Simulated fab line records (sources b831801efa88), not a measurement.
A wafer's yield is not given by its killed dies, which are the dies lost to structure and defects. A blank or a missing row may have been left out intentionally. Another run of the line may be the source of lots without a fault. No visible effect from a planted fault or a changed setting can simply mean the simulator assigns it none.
Which of the tools did it? + flow gf180mcu + 72 wafers from 24 lots sampled at 5 of the route's 602 steps

WHAT EACH GAUGE READ, for each wafer
GF_V4_THK_MEAS_01. Usual: for V4_CVD_00_THK the level is 601 nm and the standard deviation is 8.1.
| lot  | measured     | on            | V4_CVD_00_THK (nm) | flag |
|------|--------------|---------------|--------------------|------|
| L074 | day 23 15:41 | film-metro-03 | 607 606 586        |      |
| L075 | day 24 08:00 | film-metro-01 | 595 608 600        |      |
| L076 | day 24 13:14 | film-metro-03 | 604 615 605        |      |
| L077 | day 24 23:02 | film-metro-04 | 607 582 600        |      |
| L078 | day 25 05:20 | film-metro-01 | 598 590 604        |      |
| L079 | day 25 18:14 | film-metro-03 | 592 604 595        |      |
| L080 | day 25 21:40 | film-metro-01 | 600 598 605        |      |
| L081 | day 26 16:08 | film-metro-04 | 611 598 594        |      |
| L082 | day 26 22:13 | film-metro-01 | 599 596 611        |      |
| L083 | day 27 00:31 | film-metro-01 | 589 600 610        |      |
| L084 | day 27 09:28 | film-metro-04 | 606 598 608        |      |
| L085 | day 27 11:52 | film-metro-01 | 593 593 598        |      |
| L086 | day 27 23:11 | film-metro-01 | 608 605 602        |      |
| L087 | day 28 07:45 | film-metro-01 | 607 611 582        |      |
| L088 | day 28 17:19 | film-metro-03 | 606 596 613        |      |
| L089 | day 28 19:23 | film-metro-04 | 601 600 601        |      |
| L090 | day 29 02:53 | film-metro-04 | 603 610 604        |      |
| L091 | day 29 07:48 | film-metro-04 | 608 591 588        |      |
| L092 | day 29 19:43 | film-metro-03 | 602 600 605        |      |
| L093 | day 29 21:01 | film-metro-04 | 590 601 600        |      |
| L094 | day 30 02:56 | film-metro-01 | 609 592 588        |      |
| L095 | day 30 13:05 | film-metro-04 | 585 606 604        |      |
| L096 | day 30 15:07 | film-metro-01 | 602 599 585        |      |
| L097 | day 30 20:49 | film-metro-04 | 614 618 600        |      |

GF_V4_OVL_MEAS_15. Usual: for V4_OVL the level is 1 nm and the standard deviation is 5.
| lot  | measured     | on         | V4_OVL (nm) | flag |
|------|--------------|------------|-------------|------|
| L074 | day 24 15:03 | overlay-02 | 4 2 4       |      |
| L075 | day 25 06:33 | overlay-02 | 3 1 4       |      |
| L076 | day 25 12:26 | overlay-02 | 10 8 8      |      |
| L077 | day 25 21:15 | overlay-02 | 8 9 11      |      |
| L078 | day 26 03:21 | overlay-01 | 3 -4 -1     |      |
| L079 | day 26 16:04 | overlay-02 | -7 -9 -7    |      |
| L080 | day 26 19:45 | overlay-01 | 9 4 5       |      |
| L081 | day 27 13:33 | overlay-02 | 5 4 7       |      |
| L082 | day 27 19:34 | overlay-01 | -2 -2 -4    |      |
| L083 | day 27 21:30 | overlay-01 | 4 2 10      |      |
| L084 | day 28 05:46 | overlay-02 | 0 5 -4      |      |
| L085 | day 28 08:43 | overlay-01 | 1 3 5       |      |
| L086 | day 28 18:57 | overlay-01 | -4 -2 -3    |      |
| L087 | day 29 03:57 | overlay-02 | 6 0 5       |      |
| L088 | day 29 13:27 | overlay-02 | 2 7 -2      |      |
| L089 | day 29 14:35 | overlay-02 | 2 -6 4      |      |
| L090 | day 29 22:35 | overlay-01 | -2 5 -4     |      |
| L091 | day 30 03:24 | overlay-02 | -3 6 0      |      |
| L092 | day 30 14:36 | overlay-02 | 1 4 1       |      |
| L093 | day 30 16:18 | overlay-01 | 13 7 12     |      |
| L094 | day 30 22:32 | overlay-01 | 1 -1 1      |      |
| L095 | day 31 08:03 | overlay-01 | 1 10 6      |      |
| L096 | day 31 09:35 | overlay-02 | -12 -1 -9   |      |
| L097 | day 31 15:15 | overlay-02 | -1 -3 -7    |      |

WHICH TOOL RAN EACH LOT (tool, then ch and the chambers of the sampled wafers, then the start)
| lot  | GF_CONTACT_CMP_04             | GF_M3_SPUTTER_04             | GF_M4_SPUTTER_03             |
|------|-------------------------------|------------------------------|------------------------------|
| L074 | cmp-01 ch 1,3, day 15 03:50   | pvd-sputter-02, day 20 12:23 | pvd-sputter-03, day 22 15:47 |
| L075 | cmp-02 ch 0,1, day 15 21:13   | pvd-sputter-02, day 21 05:46 | pvd-sputter-03, day 23 08:30 |
| L076 | cmp-01 ch 0,1, day 16 01:31   | pvd-sputter-02, day 21 11:36 | pvd-sputter-02, day 23 13:59 |
| L077 | cmp-02 ch 0,2,3, day 16 13:22 | pvd-sputter-04, day 21 21:52 | pvd-sputter-04, day 23 23:42 |
| L078 | cmp-02 ch 0,1,3, day 16 18:51 | pvd-sputter-04, day 22 04:16 | pvd-sputter-04, day 24 06:24 |
| L079 | cmp-02 ch 0,3, day 17 09:29   | pvd-sputter-04, day 22 19:41 | pvd-sputter-04, day 24 19:26 |
| L080 | cmp-01 ch 1,2,3, day 17 13:41 | pvd-sputter-02, day 22 22:32 | pvd-sputter-03, day 24 23:17 |
| L081 | cmp-01 ch 1,2,3, day 18 10:38 | pvd-sputter-02, day 23 19:16 | pvd-sputter-04, day 25 18:03 |
| L082 | cmp-01 ch 2,3, day 18 18:14   | pvd-sputter-04, day 24 01:20 | pvd-sputter-04, day 26 00:07 |
| L083 | cmp-02 ch 2,3, day 18 18:28   | pvd-sputter-02, day 24 03:22 | pvd-sputter-03, day 26 01:42 |
| L084 | cmp-02 ch 1,2,3, day 19 03:34 | pvd-sputter-01, day 24 13:40 | pvd-sputter-03, day 26 12:08 |
| L085 | cmp-02 ch 2,3, day 19 09:05   | pvd-sputter-01, day 24 15:38 | pvd-sputter-04, day 26 14:15 |
| L086 | cmp-02 ch 2,3, day 20 00:18   | pvd-sputter-01, day 25 04:10 | pvd-sputter-04, day 27 01:41 |
| L087 | cmp-01 ch 0,2,3, day 20 09:11 | pvd-sputter-04, day 25 13:13 | pvd-sputter-04, day 27 11:15 |
| L088 | cmp-02 ch 1,2,3, day 20 17:33 | pvd-sputter-02, day 25 20:49 | pvd-sputter-04, day 27 20:42 |
| L089 | cmp-01 ch 0,1,3, day 20 22:21 | pvd-sputter-04, day 26 01:25 | pvd-sputter-04, day 27 22:19 |
| L090 | cmp-02 ch 1,2,3, day 21 09:05 | pvd-sputter-01, day 26 10:25 | pvd-sputter-04, day 28 06:13 |
| L091 | cmp-02 ch 0,1,3, day 21 14:35 | pvd-sputter-01, day 26 15:38 | pvd-sputter-03, day 28 11:08 |
| L092 | cmp-02 ch 1,3, day 22 04:29   | pvd-sputter-02, day 27 02:39 | pvd-sputter-02, day 28 23:25 |
| L093 | cmp-01 ch 2,3, day 22 08:41   | pvd-sputter-04, day 27 06:34 | pvd-sputter-02, day 29 01:16 |
| L094 | cmp-02 ch 1,2, day 22 15:42   | pvd-sputter-01, day 27 13:00 | pvd-sputter-02, day 29 07:04 |
| L095 | cmp-01 ch 0,2,3, day 23 04:55 | pvd-sputter-01, day 27 23:44 | pvd-sputter-03, day 29 17:25 |
| L096 | cmp-02 ch 0,1,3, day 23 06:28 | pvd-sputter-02, day 28 02:10 | pvd-sputter-04, day 29 20:00 |
| L097 | cmp-01 ch 0,1,3, day 23 12:31 | pvd-sputter-04, day 28 07:17 | pvd-sputter-02, day 30 00:53 |
- GF_CONTACT_CMP_04: polishes SiO2.
- GF_M3_SPUTTER_04: material TiN, target thk 50 nm, time 41.7 s.
- GF_M4_SPUTTER_03: material Ti, target thk 10 nm, time 6.7 s.

WHAT THE TOOLS THEMSELVES READ (means of the sampled wafers that have a number; where no wafer has one, the mark that the record gives instead)
GF_CONTACT_CMP_04. Usual: motor-current-A 12.0 A, standard deviation 1.3; retaining-ring-pressure-frac 1.000, standard deviation 0.0052; slurry-filter-dp-kPa 13.48 kPa, standard deviation 0.13; time-to-endpoint-s 115 s, standard deviation 6.
| lot  | tool   | motor-current-A (A) | retaining-ring-pressure-frac | slurry-filter-dp-kPa (kPa) | time-to-endpoint-s (s) | flag |
|------|--------|---------------------|------------------------------|----------------------------|------------------------|------|
| L074 | cmp-01 | 11.2                | 0.994                        | 13.41                      | 115                    |      |
| L075 | cmp-02 | 11.6                | 0.997                        | 13.36                      | 117                    |      |
| L076 | cmp-01 | 13.1                | 0.998                        | 13.57                      | 113                    |      |
| L077 | cmp-02 | 12.9                | 1.004                        | 13.35                      | 112                    |      |
| L078 | cmp-02 | 11.9                | 0.998                        | 13.56                      | 116                    |      |
| L079 | cmp-02 | 13.3                | 1.000                        | 13.53                      | 113                    |      |
| L080 | cmp-01 | 11.9                | 1.002                        | 13.47                      | 108                    |      |
| L081 | cmp-01 | 11.0                | 1.002                        | 13.48                      | 119                    |      |
| L082 | cmp-01 | 11.6                | 1.000                        | 13.64                      | 122                    |      |
| L083 | cmp-02 | 11.4                | 0.995                        | 13.44                      | 119                    |      |
| L084 | cmp-02 | 11.2                | 1.003                        | 13.43                      | 115                    |      |
| L085 | cmp-02 | 11.8                | 1.006                        | 13.58                      | 112                    |      |
| L086 | cmp-02 | 11.8                | 0.997                        | 13.42                      | 110                    |      |
| L087 | cmp-01 | 12.3                | 1.004                        | 13.60                      | 107                    |      |
| L088 | cmp-02 | 11.1                | 1.005                        | 13.52                      | 109                    |      |
| L089 | cmp-01 | 11.9                | 1.000                        | 13.46                      | 116                    |      |
| L090 | cmp-02 | 11.7                | 1.006                        | 13.61                      | 116                    |      |
| L091 | cmp-02 | 12.1                | 0.994                        | 13.57                      | 108                    |      |
| L092 | cmp-02 | 11.2                | 1.002                        | 13.46                      | 116                    |      |
| L093 | cmp-01 | 11.5                | 1.000                        | 13.55                      | 119                    |      |
| L094 | cmp-02 | 11.0                | 0.996                        | 13.49                      | 119                    |      |
| L095 | cmp-01 | 12.3                | 1.002                        | 13.44                      | 117                    |      |
| L096 | cmp-02 | 12.5                | 1.001                        | 13.59                      | 116                    |      |
| L097 | cmp-01 | 11.9                | 1.002                        | 13.64                      | 122                    |      |

GF_M3_SPUTTER_04. Usual: chamber-pressure-pa 0.4000 Pa, standard deviation 0.001; throttle-valve-pct 29.8 %, standard deviation 1.
| lot  | tool           | chamber-pressure-pa (Pa) | throttle-valve-pct (%) | flag |
|------|----------------|--------------------------|------------------------|------|
| L074 | pvd-sputter-02 | 0.3993                   | 29.3                   |      |
| L075 | pvd-sputter-02 | 0.4004                   | 29.1                   |      |
| L076 | pvd-sputter-02 | 0.4002                   | 29.4                   |      |
| L077 | pvd-sputter-04 | 0.3996                   | 30.2                   |      |
| L078 | pvd-sputter-04 | 0.3997                   | 30.6                   |      |
| L079 | pvd-sputter-04 | 0.4002                   | 30.1                   |      |
| L080 | pvd-sputter-02 | 0.3999                   | 28.9                   |      |
| L081 | pvd-sputter-02 | 0.4014                   | 29.6                   |      |
| L082 | pvd-sputter-04 | 0.3999                   | 28.8                   |      |
| L083 | pvd-sputter-02 | 0.4009                   | 29.2                   |      |
| L084 | pvd-sputter-01 | 0.4004                   | 30.6                   |      |
| L085 | pvd-sputter-01 | 0.3993                   | 30.4                   |      |
| L086 | pvd-sputter-01 | 0.4002                   | 30.6                   |      |
| L087 | pvd-sputter-04 | 0.4002                   | 29.8                   |      |
| L088 | pvd-sputter-02 | 0.3992                   | 29.4                   |      |
| L089 | pvd-sputter-04 | 0.4011                   | 29.9                   |      |
| L090 | pvd-sputter-01 | 0.4004                   | 30.1                   |      |
| L091 | pvd-sputter-01 | 0.3994                   | 30.0                   |      |
| L092 | pvd-sputter-02 | 0.3998                   | 29.7                   |      |
| L093 | pvd-sputter-04 | 0.3997                   | 29.9                   |      |
| L094 | pvd-sputter-01 | 0.3999                   | 29.7                   |      |
| L095 | pvd-sputter-01 | 0.4003                   | 30.4                   |      |
| L096 | pvd-sputter-02 | 0.4005                   | 28.7                   |      |
| L097 | pvd-sputter-04 | 0.4006                   | 30.5                   |      |

GF_M4_SPUTTER_03. Usual: chamber-pressure-pa 0.2999 Pa, standard deviation 0.00065; throttle-valve-pct 29.8 %, standard deviation 1.
| lot  | tool           | chamber-pressure-pa (Pa) | throttle-valve-pct (%) | flag |
|------|----------------|--------------------------|------------------------|------|
| L074 | pvd-sputter-03 | 0.3007                   | 29.9                   |      |
| L075 | pvd-sputter-03 | 0.2995                   | 29.6                   |      |
| L076 | pvd-sputter-02 | 0.2994                   | 29.5                   |      |
| L077 | pvd-sputter-04 | 0.2998                   | 29.9                   |      |
| L078 | pvd-sputter-04 | 0.3001                   | 29.8                   |      |
| L079 | pvd-sputter-04 | 0.2998                   | 30.2                   |      |
| L080 | pvd-sputter-03 | 0.2994                   | 29.9                   |      |
| L081 | pvd-sputter-04 | 0.3003                   | 29.5                   |      |
| L082 | pvd-sputter-04 | 0.2995                   | 30.7                   |      |
| L083 | pvd-sputter-03 | 0.3000                   | 29.5                   |      |
| L084 | pvd-sputter-03 | 0.2997                   | 29.5                   |      |
| L085 | pvd-sputter-04 | 0.2998                   | 30.5                   |      |
| L086 | pvd-sputter-04 | 0.2999                   | 31.4                   |      |
| L087 | pvd-sputter-04 | 0.3003                   | 29.9                   |      |
| L088 | pvd-sputter-04 | 0.2996                   | 29.8                   |      |
| L089 | pvd-sputter-04 | 0.3003                   | 30.3                   |      |
| L090 | pvd-sputter-04 | 0.2997                   | 29.4                   |      |
| L091 | pvd-sputter-03 | 0.3004                   | 29.5                   |      |
| L092 | pvd-sputter-02 | 0.3002                   | 28.9                   |      |
| L093 | pvd-sputter-02 | 0.3004                   | 29.8                   |      |
| L094 | pvd-sputter-02 | 0.2999                   | 28.8                   |      |
| L095 | pvd-sputter-03 | 0.2994                   | 29.5                   |      |
| L096 | pvd-sputter-04 | 0.3004                   | 31.2                   |      |
| L097 | pvd-sputter-02 | 0.2995                   | 29.6                   |      |

THE ANSWER, worked out from the rows above alone
Rule: lot off if the mean of its wafers having a number is beyond 3 standard deviations from the usual mean. Also off: a lot with no number at a reading for which 4 or more lots have one. All remaining lots with rows at the step are treated as sound. Order of review: gauges by route order, followed by the tools' own readings, for which a lot's mean as printed above is used. The first step at which some lot is off is used, and at that step the reading that is off furthest; a lot without a number counts as furthest.
Nothing can be told from this: no lot is off at any reading shown.

WHAT HAD BEEN PUT IN BY THE SIMULATOR
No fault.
